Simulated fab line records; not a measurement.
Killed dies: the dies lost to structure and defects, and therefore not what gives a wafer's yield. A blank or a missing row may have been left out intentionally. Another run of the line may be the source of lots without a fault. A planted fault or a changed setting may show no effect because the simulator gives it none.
Struck lot and sound lot, side by side ; flow sky130 ; 16 out of 708 route steps
Sound: wafers L168.1, L168.3, L168.4. Wafers struck: L186.1, L186.4, L186.5. Last of all comes the cause.
Order at every step that has rows: each side's tool, ch and its chambers, its first start. Under that, the readings that differ: sound wafers ; struck wafers ; difference of the means ; sigmas: that difference in standard deviations of wafers without a fault.
alike: same words and numbers on both sides, and readings whose means sit less than 2 such deviations apart. not compared: any withheld reading, any reading some wafer has no value for, any bound like >300 that may hide the same value, and any number with overlapping values for which the record gives no deviation.
Wherever a step has rows on one side only, a row that says differs or no value, or a row with sigmas, the two part there. Numbers that have no deviation but don't overlap get no sigmas and don't part them. Lack of a reading on every wafer of one side parts them only where that side has two or more wafers.

first, 5 steps without rows for these wafers: SKY_POLY_GATE_COAT_08 (resist thk 450 nm); SKY_POLY_GATE_SOFTBAKE_09 (time 90 s); SKY_POLY_GATE_EXPOSE_10 (exposes mask P1M, target cd 150 nm); SKY_POLY_GATE_PEB_11; SKY_POLY_GATE_DEVELOP_12 (develop time 60 s).
SKY_POLY_GATE_CD_MEAS_13 targets a cd of 150 nm.
  sound on cd-sem-01 at day 17 17:28; struck on cd-sem-01 at day 23 20:49
  alike: cd-nm
SKY_POLY_GATE_OVL_MEAS_14:
  sound on overlay-01 at day 17 17:35; struck on overlay-02 at day 23 20:56
  alike: POLY_GATE_OVL
SKY_POLY_GATE_ETCH_15: etches BARC in N2/H2, stops on SiO2, time 118.5 s, target depth 110 nm.
  sound on rie-diel-04 ch 0,1,3, day 17 17:38; struck on rie-diel-04 ch 0,2,3, day 23 20:58
  alike: drypump-motor-current-A, oes-product-au, throttle-valve-pct
  not compared: rf-hours-counter-h
SKY_POLY_GATE_ETCH_16: etches Si3N4 in CH3F/O2, stops on poly-Si, time 147.5 s, target depth 75 nm.
  sound on rie-diel-04 ch 0,1,3, day 17 17:43; struck on rie-diel-04 ch 0,2,3, day 23 21:03
  alike: O2_flow_sccm, drypump-motor-current-A, oes-product-au, throttle-valve-pct
  not compared: rf-hours-counter-h
SKY_POLY_GATE_ETCH_17: etches poly-Si in HBr/Cl2, stops on SiO2, target depth 180 nm, time 70.5 s.
  sound on rie-si-02 ch 0,2,3, day 17 17:49; struck on rie-si-01 ch 1,2,3, day 23 21:09
  alike: drypump-motor-current-A, mfc-cl2-sccm, oes-product-au, throttle-valve-pct
  not compared: rf-hours-counter-h
SKY_POLY_GATE_STRIP_18: strips in O2/N2.
  sound on plasma-asher-01 ch 0,1, day 17 17:52; struck on plasma-asher-04 ch 0,1, day 23 21:12
  alike: drypump-motor-current-A, oes-product-au, strip-time-to-endpoint-s
  not compared: rf-hours-counter-h
then, 1 step without rows for these wafers: SKY_POLY_GATE_CLEAN_19 (cleans in SC1/SC2, time 150 s).
SKY_POLY_GATE_OXIDATION_20: stabilise 600 s, purge 300 s, target thk 4 nm.
  sound on furnace-01 ch 0, day 18 02:08; struck on furnace-01 ch 0, day 23 21:21
reading;sound;struck;difference;sigmas
spike-tc-bottom-C (C);865 867 867;905 906 906;+39;+9
spike-tc-centre-C (C);850.9 848.4 851.8;892.0 891.0 892.5;+41.5;+38
spike-tc-lower-C (C);849.3 851.7 849.7;890.1 891.0 889.0;+39.8;+36
spike-tc-top-C (C);856 858 857;895 896 895;+38;+11
spike-tc-upper-C (C);851.4 850.2 850.5;891.4 890.8 889.7;+39.9;+40
tube-center-temp-C (C);850.01 849.89 849.92;889.72 889.61 889.72;+39.74;+99 or more
tube_center_temp_C_max;852.2 852.3 852.5;891.9 891.7 891.9;+39.5;+99 or more
zone-power-bottom-pct (%);24.0 23.6 23.1;26.2 25.7 26.0;+2.4;+4
zone-power-top-pct (%);31.1 30.7 30.8;33.4 32.7 32.7;+2.1;+6
zone-power-upper-pct (%);14.82 15.07 15.40;17.01 16.62 16.89;+1.74;+6
model.SiO2_of_POLY_GATE_OXIDATION_20.thk-nm (nm);3.917 3.991 3.996;6.524 6.46 6.46;+2.513;
SKY_POLY_GATE_THK_MEAS_21:
  sound on film-metro-01 at day 18 03:23; struck on film-metro-02 at day 23 22:36
reading;sound;struck;difference;sigmas
POLY_GATE_OXIDATION_THK (nm);3.91 3.98 4.01;6.48 6.40 6.46;+2.48;+28
SKY_POLY_GATE_CD_MEAS_22:
  sound on cd-sem-02 at day 18 03:27; struck on cd-sem-01 at day 23 22:40
  alike: cd-nm
-- here the record skips 26 days between the struck wafers' starts before and after, leaving off in module POLY_GATE and picking up in module PAD_OPEN (first step shown: number 708 of the route) --
SKY_PAD_OPEN_PROBE_99:
  sound on prober-02 at day 46 20:49; struck on prober-01 at day 50 08:50
reading;sound;struck;difference;sigmas
model.etest.tip-sonos.rs-ohm-sq;2664 2692 2666;3164 3122 3121;+462;
model.etest.tip-p.rs-ohm-sq;6914 6935 6937;7429 7376 7344;+454;
model.etest.pfet_01v8.r-on-ohm-um;2992 2966 2953;3133 3116 3090;+143;
model.etest.res-pdiff.line-ohm-um;1386 1381 1419;1456 1442 1459;+57;
model.etest.tip-n.rs-ohm-sq;437.5 440.3 437.5;489.5 486 492.5;+50.9;
model.etest.sonos-uncharged.r-on-ohm-um;840 836.5 830.5;845.7 853.5 850.8;+14.3;
  alike: killed_at_M0_to_M3, killed_at_M4_up, killed-at-contacts, killed-at-front-end, killed-at-other, killed-dies, killed-open, killed-short
  not compared: model.etest.nfet_01v8.r-on-ohm-um, model.etest.res-ndiff.line-ohm-um

WHERE THEY PART
Earliest at SKY_POLY_GATE_OXIDATION_20; latest, in this record, at SKY_POLY_GATE_THK_MEAS_21. Later steps at which nothing parts them and some readings are alike: SKY_POLY_GATE_CD_MEAS_22, SKY_PAD_OPEN_PROBE_99.

WHY: whatever the simulator had introduced
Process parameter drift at SKY_POLY_GATE_OXIDATION_20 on furnace-01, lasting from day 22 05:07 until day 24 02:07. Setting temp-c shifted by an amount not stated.
